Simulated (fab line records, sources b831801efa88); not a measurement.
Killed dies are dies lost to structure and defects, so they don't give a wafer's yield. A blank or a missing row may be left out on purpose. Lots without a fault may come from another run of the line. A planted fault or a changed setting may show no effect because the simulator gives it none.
A struck lot beside a sound one | flow gf180mcu | 23 steps out of a route of 602
Sound: wafers L551.2, L551.3, L551.4. Struck: wafers L560.1, L560.5, L560.6. The cause comes at the end.
At each step with rows: each side's tool, then ch and its chambers, then its first start. Under that, the readings that differ: sound wafers | struck wafers | difference of the means | sigmas: that difference in standard deviations of wafers without a fault.
alike: readings whose means differ by less than 2 such deviations, and words and numbers that are the same on both sides. not compared: withheld readings, readings that some wafer has no value for, bounds like >300 that may hide the same value, and numbers for which the record gives no deviation and whose values overlap.
The two part at a step that has a row with sigmas, a row that says differs or no value, or rows on one side only. Numbers that don't overlap but have no deviation are shown without sigmas and don't part them. A reading that every wafer of one side lacks parts them only if that side has two wafers or more.

first, 5 steps without rows for these wafers: GF_HV_LDD_COAT_02 (resist thk 1000 nm); GF_HV_LDD_SOFTBAKE_03 (time 60 s); GF_HV_LDD_EXPOSE_04 (exposes mask Nplus LV AREA, target cd 400 nm); GF_HV_LDD_PEB_05; GF_HV_LDD_DEVELOP_06 (develop time 60 s).
GF_HV_LDD_CD_MEAS_07: target cd 400 nm.
  sound on cd_sem-02, day 10 04:28; struck on cd_sem-01, day 12 17:44
  alike: cd_nm
GF_HV_LDD_OVL_MEAS_08:
  sound on overlay-02, day 10 04:34; struck on overlay-02, day 12 17:52
  alike: HV_LDD_OVL
then, 1 step without rows for these wafers: GF_HV_LDD_IMPLANT_09.
GF_HV_LDD_STRIP_10: strips in O2/N2.
  sound on plasma_asher-01 ch 0,1, day 10 04:44; struck on plasma_asher-02 ch 0,1, day 12 18:02
  alike: drypump_motor_current_A, heater_power_w, oes_product_au, strip_time_to_endpoint_s
  not compared: rf_hours_counter_h
GF_HV_LDD_TW_MEAS_11:
  sound on film_metro-04, day 10 04:51; struck on film_metro-03, day 12 18:08
  alike: HV_LDD_TW
then, 2 steps without rows for these wafers: GF_HV_LDD_DEHYDRATE_12 (time 60 s); GF_HV_LDD_HMDS_13 (prime time 60 s).
GF_HV_LDD_COAT_14: resist thk 1000 nm.
  sound on litho_track-02 ch 0, day 10 13:58; struck on litho_track-04 ch 0, day 13 03:37
  reading                                     | sound                | struck               | difference | sigmas
  spin_speed_rpm (rpm)                        | 3000.0 3001.6 2999.7 | 3222.5 3222.2 3220.3 | +221.2     | +99 or more
  model.NOVOLAK_of_HV_LDD_COAT_14.thk_nm (nm) | 998.5 997.1 997      | 971.5 970.6 968.6    | -27.3      |
then, 3 steps without rows for these wafers: GF_HV_LDD_SOFTBAKE_15 (time 60 s); GF_HV_LDD_EXPOSE_16 (exposes mask Pplus LV AREA, target cd 400 nm); GF_HV_LDD_PEB_17.
GF_HV_LDD_DEVELOP_18: develop time 60 s.
  sound on litho_track-04 ch 0, day 10 22:59; struck on litho_track-02 ch 0, day 13 13:59
  reading                                     | sound             | struck            | difference | sigmas
  model.NOVOLAK_of_HV_LDD_COAT_14.thk_nm (nm) | 998.1 996.7 996.5 | 971.1 970.2 968.1 | -27.3      |
GF_HV_LDD_CD_MEAS_19: target cd 400 nm.
  sound on cd_sem-02, day 10 23:08; struck on cd_sem-01, day 13 14:08
  reading    | sound             | struck            | difference | sigmas
  cd_nm (nm) | 400.6 398.7 398.7 | 407.9 408.6 408.4 | +9.0       | +4
GF_HV_LDD_OVL_MEAS_20:
  sound on overlay-01, day 10 23:14; struck on overlay-01, day 13 14:16
  alike: HV_LDD_01_OVL
then, 1 step without rows for these wafers: GF_HV_LDD_IMPLANT_21.
GF_HV_LDD_STRIP_22: strips in O2/N2.
  sound on plasma_asher-02 ch 0,1, day 10 23:25; struck on plasma_asher-03 ch 0,1, day 13 14:26
  reading                      | sound             | struck            | difference | sigmas
  strip_time_to_endpoint_s (s) | 12.59 12.59 12.57 | 12.28 12.30 12.27 | -0.30      | -9
  alike: drypump_motor_current_A, heater_power_w, oes_product_au
  not compared: rf_hours_counter_h
GF_HV_LDD_TW_MEAS_23:
  sound on film_metro-03, day 10 23:32; struck on film_metro-02, day 13 14:32
  alike: HV_LDD_2_TW
then, 1 step without rows for these wafers: GF_PASSIVATION_PROBE_99.

WHERE THEY PART
First at GF_HV_LDD_COAT_14; last, within this record, at GF_HV_LDD_STRIP_22. Later steps at which nothing parts them and some readings are alike: GF_HV_LDD_TW_MEAS_23.

WHY: what the simulator had put in
Process parameter drift: litho_track-04, from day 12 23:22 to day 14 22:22, at GF_HV_LDD_COAT_14. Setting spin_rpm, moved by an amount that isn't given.
